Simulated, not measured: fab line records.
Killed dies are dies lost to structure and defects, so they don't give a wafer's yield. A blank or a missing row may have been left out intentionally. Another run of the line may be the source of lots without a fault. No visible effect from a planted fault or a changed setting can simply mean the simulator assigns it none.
fab line records    flow sky130
[record] lots = 15  wafers = 45  last_day = 50
route steps=708 shown RES_PROTECT@208
lots that met no fault: from a run of the same line without faults
start_h: start of the lot's first displayed wafer, in hours after the record's first day    wait_h: how many hours have passed since the lot's step before this one    " unchanged from the row above    L1.1+2: one row covering several wafers at once    - no value present, or no start provided    * or withheld: withheld    < > ~ a bound
route shown NAME@n: NAME is a module with steps in the file, n the number in the route of the first one    usual: average and standard deviation across the fault-free wafers    same: alike in all rows    chamber/n: place in a boat    sites: per-site readings    _std_site: standard deviation across them    _edge_site: inner sites' mean taken away from outer sites' mean    radius_mm: for every site, how far away it sits from the centre of the wafer    mask NAME#n: copy n    behind: the tool/chamber that last shaped the wafer    hold: the reason the lot was held/the length of the hold in hours/how it ended    device: which transistor (n, p or np) failed to switch    end of line: at the end of the route, the tests of the same wafers    for a step that has no rows: nothing shown but its recipe    killed: not the wafer's yield, but the dies lost to structure and defects at the first sort    map: dies across one wafer; x = killed, . = not, _ = none there
set.NAME: setting as actually run; set.NAME@STEP: the setting as run at that earlier step    model.NAME: the simulator's own value behind a step, which no gauge read
route steps across a sampled set of lots; one table per step, one row per wafer
services: a tool's chamber out of use, with start hour (start_h, from the record's first day; less than 0 if before it), hours out, and reason
[[steps]]
[step SKY_RES_PROTECT_COAT_02]
[recipe] resist = NOVOLAK  spin_rpm = 3000  resist_thk_nm = 1140
[usual] spin_speed_rpm = 3000.1/1.5
lot.wafer  tool            chamber  start_h  wait_h  spin_speed_rpm
L436.1     litho_track-03  0        318.55   0.1     2999.9
L436.4     "               0        "        "       3000.1
L436.6     "               0        "        "       2999.7
L437.1     litho_track-02  0        327.00   0.1     2999.4
L437.3     "               0        "        "       2997.5
L437.4     "               0        "        "       3001.3
L438.2     litho_track-03  0        345.57   0.1     3000.5
L438.5     "               0        "        "       3001.7
L438.6     "               0        "        "       3000.0
L440.1     litho_track-03  0        357.15   0.1     2999.4
L440.3     "               0        "        "       3000.5
L440.5     "               0        "        "       3002.3
L439.1     litho_track-02  0        357.45   0.1     2999.0
L439.3     "               0        "        "       2999.8
L439.6     "               0        "        "       3000.3
L441.2     litho_track-03  0        365.12   0.1     3000.5
L441.3     "               0        "        "       3000.3
L441.4     "               0        "        "       2999.6
L443.2     litho_track-04  0        379.49   0.1     2999.3
L443.4     "               0        "        "       2998.6
L443.5     "               0        "        "       3000.2
L444.2     litho_track-04  0        392.44   0.1     2999.2
L444.4     "               0        "        "       2999.2
L444.6     "               0        "        "       3000.6
L447.1     litho_track-02  0        422.85   0.1     3000.3
L447.3     "               0        "        "       2998.8
L447.6     "               0        "        "       2998.0
L449.1     litho_track-04  0        432.27   0.1     2998.0
L449.2     "               0        "        "       2999.4
L449.4     "               0        "        "       2997.4
L448.2     litho_track-03  0        432.37   0.1     3000.8
L448.3     "               0        "        "       2999.2
L448.5     "               0        "        "       2997.5
L454.1     litho_track-03  0        470.10   0.1     3003.4
L454.2     "               0        "        "       3000.3
L454.4     "               0        "        "       3002.1
L455.1     litho_track-04  0        488.32   0.1     2808.0
L455.2     "               0        "        "       2809.9
L455.5     "               0        "        "       2804.9
L456.3     litho_track-04  0        498.12   0.1     2803.7
L456.5     "               0        "        "       2807.9
L456.6     "               0        "        "       2805.9
L457.1     litho_track-04  0        508.32   0.1     2806.5
L457.3     "               0        "        "       2805.3
L457.6     "               0        "        "       2807.3
[step SKY_RES_PROTECT_STRIP_07]
[recipe] chemistry = O2/N2  power_w = 1400  pressure_mtorr = 1500  platen_temp_c = withheld  o2_flow_sccm = 3000  n2_flow_sccm = 300  overash_fraction = 0.5
[usual] drypump_motor_current_A = 5.8/0.48  oes_product_au = 0.518/0.0045  strip_time_to_endpoint_s = 23.28/0.038
lot.wafer  tool             chamber  start_h  wait_h  drypump_motor_current_A  oes_product_au  rf_hours_counter_h  strip_time_to_endpoint_s
L436.1     plasma_asher-03  0        331.90   0.1     6.3                      0.519           64                  23.28
L436.4     "                0        "        "       6.3                      0.522           -                   23.31
L436.6     "                0        "        "       6.3                      0.517           -                   23.32
L437.1     plasma_asher-03  1        340.30   0.1     5.7                      0.525           65                  23.27
L437.3     "                0        "        "       6.3                      0.513           -                   23.25
L437.4     "                1        "        "       5.7                      0.518           -                   23.24
L438.2     plasma_asher-01  0        359.07   0.1     4.9                      0.522           69                  23.34
L438.5     "                0        "        "       4.9                      0.521           -                   23.30
L438.6     "                1        "        "       6.3                      0.525           -                   23.30
L440.1     plasma_asher-01  0        371.27   0.1     4.9                      0.516           70                  23.27
L440.3     "                1        "        "       6.2                      0.513           -                   23.26
L440.5     "                1        "        "       6.2                      0.519           -                   23.26
L439.1     plasma_asher-02  1        371.57   0.1     5.5                      0.518           23                  23.26
L439.3     "                1        "        "       5.5                      0.515           -                   23.22
L439.6     "                0        "        "       5.9                      0.525           -                   23.26
L441.2     plasma_asher-01  0        379.35   0.1     4.9                      0.520           71                  23.28
L441.3     "                1        "        "       6.3                      0.516           -                   23.30
L441.4     "                0        "        "       4.9                      0.520           -                   23.24
L443.2     plasma_asher-01  0        394.10   0.1     4.9                      0.514           72                  23.40
L443.4     "                0        "        "       4.9                      0.524           -                   23.38
L443.5     "                1        "        "       6.3                      0.513           -                   23.32
L444.2     plasma_asher-02  1        406.85   0.1     5.5                      0.518           27                  23.28
L444.4     "                1        "        "       5.5                      0.521           -                   23.30
L444.6     "                0        "        "       5.9                      0.522           -                   23.27
L447.1     plasma_asher-01  0        438.35   0.1     4.9                      0.513           1                   23.26
L447.3     "                0        "        "       4.9                      0.526           -                   23.28
L447.6     "                1        "        "       6.2                      0.516           -                   23.24
L449.1     plasma_asher-02  1        448.75   0.1     5.5                      0.522           31                  23.28
L449.2     "                0        "        "       5.9                      0.522           31                  23.30
L449.4     "                0        "        "       5.9                      0.520           -                   23.32
L448.2     plasma_asher-03  0        448.95   0.1     6.3                      0.519           75                  23.24
L448.3     "                1        "        "       5.7                      0.516           -                   23.24
L448.5     "                1        "        "       5.7                      0.516           -                   23.21
L454.1     plasma_asher-03  1        486.50   0.1     5.7                      0.524           79                  23.29
L454.2     "                0        "        "       6.3                      0.509           79                  23.26
L454.4     "                0        "        "       6.3                      0.515           -                   23.29
L455.1     plasma_asher-01  0        503.90   0.1     4.9                      0.523           7                   23.66
L455.2     "                1        "        "       6.3                      0.519           7                   23.65
L455.5     "                0        "        "       4.9                      0.514           -                   23.65
L456.3     plasma_asher-02  0        514.08   0.1     5.9                      0.530           -                   23.76
L456.5     "                0        "        "       5.9                      0.529           -                   23.77
L456.6     "                1        "        "       5.5                      0.519           -                   23.78
L457.1     plasma_asher-01  0        524.32   0.1     4.9                      0.511           9                   23.64
L457.3     "                0        "        "       4.9                      0.521           -                   23.67
L457.6     "                1        "        "       6.3                      0.527           -                   23.72
[[services]]
tool             chamber  start_h  hours  kind
plasma_asher-02  -        298.03   3.2    repair
plasma_asher-01  -        311.27   0.5    repair
litho_track-04   -        327.91   -      consumable_replace:filter
litho_track-02   -        348.06   -      consumable_replace:filter
plasma_asher-02  -        350.67   2.8    repair
plasma_asher-03  -        373.74   6.5    repair
plasma_asher-01  -        421.25   9.0    pm
plasma_asher-01  0        421.25   9.0    vent_cycle
plasma_asher-01  1        421.25   9.0    vent_cycle
plasma_asher-01  0        430.25   -      clean
plasma_asher-01  1        430.25   -      clean
plasma_asher-01  -        477.44   1.8    repair
plasma_asher-02  -        496.06   3.6    repair
plasma_asher-01  -        500.46   2.1    repair
plasma_asher-03  -        509.35   23.5   pm
[[key]]
[first_sign] step = SKY_RES_PROTECT_COAT_02  reading = spin_speed_rpm  direction = down  sigmas = 99+  usual = 3000.1  struck = 2806.6
[effect] step = SKY_RES_PROTECT_STRIP_07  reading = strip_time_to_endpoint_s  direction = up  sigmas = 11  usual = *  struck = *
met_at SKY_RES_PROTECT_COAT_02
struck_lots L455,L456,L457
sort_left_out L457.1,L457.3,L457.6
tester_left_out L455,L456,L457
onset_between 432.27 488.32
[fault] kind = process_parameter_drift  tool = litho_track-04  chamber = -  onset_h = 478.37  steps = SKY_RES_PROTECT_COAT_02  channel = spin_rpm  offset = -193.5  shape = step  end_h = 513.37  acts_in = these_recipes_only  stated = 3000
// tester_left_out: of these lots the tester's yield and bins aren't shown, on N5 and GAA mostly nor the transistor test; their killed dies are dies lost to structure and defects alone, not to doping, threshold or leakage, so they don't give the yield
// sort_left_out: the simulated sort isn't trusted on such a fault, so these wafers' sort isn't shown, and their yield isn't known
